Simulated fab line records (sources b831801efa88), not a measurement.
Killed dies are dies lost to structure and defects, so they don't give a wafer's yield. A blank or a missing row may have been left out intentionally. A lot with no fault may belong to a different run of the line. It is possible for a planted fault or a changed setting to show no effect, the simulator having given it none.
8D (eight disciplines) problem report, filled in by code    flow gf180mcu    the parts of the form that need people (team, actions taken, sign-off) are left out

1. THE ISSUE
On 3 wafers of 1 lot, oes-product-au at GF_DUAL_GATE_STRIP_13 has a mean of 0.921 a.u.; fault-free wafers read 0.716 a.u., standard deviation 0.0052. Relative to the usual mean, that is a shift of +39 standard deviations.
The step: strips in O2/N2.
First observed at day 13 16:07: wafer L584.1, on plasma-asher-04. At this step, 39 wafers from 13 lots have a number in the record. The rule behind "out" and "out of limits": a value lying over 4 standard deviations away from the usual mean. The rest of the wafers with a number are treated as sound.

2. WHAT THIS IS AND IS NOT
question                     is                      is not
which readings at this step  oes-product-au          drypump-motor-current-A
which lots                   L584                    L566, L567, L569, L570, L571, L572, L573, L575, L578, L582, L588, L589
which wafers of those lots   all that have a number  -
read on which tools          plasma-asher-04         plasma-asher-01, plasma-asher-03
when                         from day 13 16:07       up to then (30 sound wafers); but 6 sound wafers of L588, L589 came after

3. WHAT RULES OUT EACH SUSPECT
Counting: a tool at any process step up to the reading remains a suspect when it ran all the lots that are out and ran no sound lot after the first of those.
- plasma-asher-02 at GF_VT_IMPLANT_STRIP_20 (strips in O2/N2): ruled out as a lasting fault. The sound lots L589 went through it after L584, its earliest lot that is out (day 10 23:16).
- plasma-asher-02 at GF_VT_IMPLANT_STRIP_31 (strips in O2/N2): kept. It ran the lot that is out, L584 (day 11 18:32), and no sound lot after that; its last sound lot up to then is L582 (day 11 04:58).
- plasma-asher-04 at GF_DUAL_GATE_STRIP_13 (strips in O2/N2): kept. It ran the lot that is out, L584 (day 13 16:07), and no sound lot after that; its last sound lot up to then is L573 (day 10 05:52). Out on those wafers are its own readings of oes-product-au.
After counting, plasma-asher-02 at GF_VT_IMPLANT_STRIP_31 and plasma-asher-04 at GF_DUAL_GATE_STRIP_13 remain.

4. THE CAUSE (what the simulator had put in)
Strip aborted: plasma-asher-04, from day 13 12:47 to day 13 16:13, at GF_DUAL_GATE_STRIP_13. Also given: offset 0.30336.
Of the 2 suspects that counting leaves, this tool is one.

5. THE EFFECT CHAIN, in route order
Each row: a reading where the mean over the struck wafers with a number is more than 3 standard deviations away from the usual. Only readings whose record carries a usual standard deviation are examined. hours: median over the lots of the time between each lot's start at the first step of this table that gives one and its start at this step. sigmas: the change, counted in usual standard deviations.
hours  step                   reading         usual       on struck wafers  change  sigmas
0      GF_DUAL_GATE_STRIP_13  oes-product-au  0.716 a.u.  0.921             +0.205  +39
The process steps in it:
- GF_DUAL_GATE_STRIP_13: strips in O2/N2.
Readings that are blank on the struck wafers while sound wafers have them: strip-time-to-endpoint-s at GF_DUAL_GATE_STRIP_13.

6. WHAT WOULD HAVE CAUGHT IT SOONER
3 hours passed between the start of the fault at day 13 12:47 and the first reading out of limits in this record, taken at day 13 16:07.
